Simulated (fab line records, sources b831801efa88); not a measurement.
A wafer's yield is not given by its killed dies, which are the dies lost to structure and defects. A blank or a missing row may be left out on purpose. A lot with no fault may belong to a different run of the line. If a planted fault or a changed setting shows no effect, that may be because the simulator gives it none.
The same fault as seen by 2 desks + flow sfq_line + only its own numbers are on each desk; what lay behind them is given at the end

== DESK OF THE TOOL OWNER: rie_diel-01 ==
The tool's own readings at SFQ_TRILAYER_C5_BARC_OPEN_VIA_ETCH_210 (etches BARC in O2, target depth 125 nm, time 41.7 s): means of the sampled wafers that have a number, for each lot that ran on this tool. The brackets show how far a lot's mean lies from the usual mean; more than 4 standard deviations puts the lot out of limits, marked OUT.
Columns: A = drypump_motor_current_A at SFQ_TRILAYER_C5_BARC_OPEN_VIA_ETCH_210, usual 5.7 A; B = oes_product_au at SFQ_TRILAYER_C5_BARC_OPEN_VIA_ETCH_210, usual 0.684 a.u.; C = run_length_s at SFQ_TRILAYER_C5_BARC_OPEN_VIA_ETCH_210, usual 70.0 s
| lot  | first seen here | A   | B     | C               |
|------|-----------------|-----|-------|-----------------|
| L595 | day 78 14:45    | 6.1 | 0.687 | 69.9            |
| L605 | day 81 21:58    | 6.0 | 0.671 | 72.2 (+5.0) OUT |
| L606 | day 82 01:34    | 6.0 | 0.670 | 72.1 (+4.9) OUT |
This desk's finding: out of limits on L605, L606; first on L605, day 81 21:58 (run_length_s at SFQ_TRILAYER_C5_BARC_OPEN_VIA_ETCH_210). L595 stayed within limits.

== FROM THE METROLOGY DESK ==
Means of the sampled wafers that have a number, per lot and without regard to the tool the lot ran on: this is what the gauges read. The brackets show how far a lot's mean lies from the usual mean; more than 4 standard deviations puts the lot out of limits, marked OUT.
Columns: A = I5_OVL at SFQ_I5_OVL_MEAS_936, usual 2 nm; B = C5_OVL at SFQ_C5_OVL_MEAS_937, usual 0 nm
| lot  | first seen here | A  | B  |
|------|-----------------|----|----|
| L592 | day 76 21:26    | 5  | 5  |
| L595 | day 78 11:28    | -1 | 7  |
| L605 | day 81 13:31    | 0  | -4 |
| L606 | day 81 15:56    | 1  | -5 |
| L608 | day 81 23:07    | 0  | -1 |
| L609 | day 82 00:19    | -2 | 1  |
Result from this desk: across the 6 lots, nothing is out of limits.

== TAKEN TOGETHER ==
At day 81 21:58, on L605, L606, the tool owner's desk was in a position to raise an alarm.
The metrology desk saw nothing out of limits.
The metrology desk has L605, L606 on record, within its limits.
Of the lots named, all ran SFQ_TRILAYER_C5_BARC_OPEN_VIA_ETCH_210 on rie_diel-01.

== WHAT HAD BEEN PUT IN BY THE SIMULATOR ==
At SFQ_TRILAYER_C5_BARC_OPEN_VIA_ETCH_210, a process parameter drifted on rie_diel-01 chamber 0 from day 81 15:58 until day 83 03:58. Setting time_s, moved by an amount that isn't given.
Struck lots among those shown: L605, L606.
Each desk's first reading out of limits, in hours after the fault started: the tool owner's desk, 6.
